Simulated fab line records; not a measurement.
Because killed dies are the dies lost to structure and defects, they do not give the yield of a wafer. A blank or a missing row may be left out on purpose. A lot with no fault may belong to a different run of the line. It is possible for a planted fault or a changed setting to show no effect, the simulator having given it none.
Which tool was responsible? :: flow sky130 :: 14 lots (42 wafers sampled), 1 step of a 708-step route

## WHAT EACH GAUGE READ, for each wafer
SKY_VIA4_OVL_MEAS_11. Usual: VIA4_OVL typically reads 0.0 nm, with standard deviation 1.7.
lot: L875
measured: day 42 22:05
on: overlay-01
VIA4_OVL (nm): -1.9 -1.4 -0.8
flag: 

lot: L877
measured: day 43 07:57
on: overlay-01
VIA4_OVL (nm): 0.6 -1.6 0.5
flag: 

lot: L878
measured: day 43 13:32
on: overlay-02
VIA4_OVL (nm): 2.1 2.5 1.2
flag: 

lot: L879
measured: day 43 22:51
on: overlay-02
VIA4_OVL (nm): -0.9 0.1 0.5
flag: 

lot: L880
measured: day 44 03:09
on: overlay-02
VIA4_OVL (nm): -1.7 -2.0 -1.6
flag: 

lot: L882
measured: day 44 20:07
on: overlay-01
VIA4_OVL (nm): 0.6 0.1 0.1
flag: 

lot: L883
measured: day 45 02:44
on: overlay-01
VIA4_OVL (nm): 3.3 0.8 0.7
flag: 

lot: L884
measured: day 45 09:29
on: overlay-02
VIA4_OVL (nm): -1.8 -1.0 -2.5
flag: 

lot: L885
measured: day 45 14:19
on: overlay-02
VIA4_OVL (nm): -2.1 -1.6 -0.7
flag: 

lot: L891
measured: day 47 06:05
on: overlay-01
VIA4_OVL (nm): 0.7 1.3 3.2
flag: 

lot: L892
measured: day 47 07:54
on: overlay-01
VIA4_OVL (nm): 4.3 4.1 1.8
flag: 

lot: L896
measured: day 48 10:53
on: overlay-02
VIA4_OVL (nm): 1.2 1.4 1.7
flag: 

lot: L897
measured: day 48 12:11
on: overlay-01
VIA4_OVL (nm): -0.7 -2.2 0.1
flag: 

lot: L898
measured: day 48 18:14
on: overlay-02
VIA4_OVL (nm): -1.7 -3.3 -2.6
flag: 

## WHICH TOOL RAN EACH LOT (tool, then ch and the chambers of the sampled wafers, then the start)
Record: no process step prior to these readings.

## AS READ BY THE TOOLS THEMSELVES (means over the sampled wafers that have a number; for cases with no such wafer, the mark the record gives instead)
The record holds no such reading with a usual standard deviation.

## THE ANSWER, worked out from the rows above alone
Rule: a lot counts as off when the mean over its wafers that have a number is more than 3 standard deviations away from the usual mean. A lot without any number at a reading at which 4 lots or more have one is off too. Where the step has rows for the other lots, those lots are counted as sound. The gauges are gone through in route order, then the tools' own readings, and for those a lot's mean is taken as printed above. The first step at which some lot is off is used, and at that step the reading that is off furthest; a lot without a number counts as furthest.
Nothing can be told from this: no lot is off at any reading shown.

## WHAT THE SIMULATOR PUT IN
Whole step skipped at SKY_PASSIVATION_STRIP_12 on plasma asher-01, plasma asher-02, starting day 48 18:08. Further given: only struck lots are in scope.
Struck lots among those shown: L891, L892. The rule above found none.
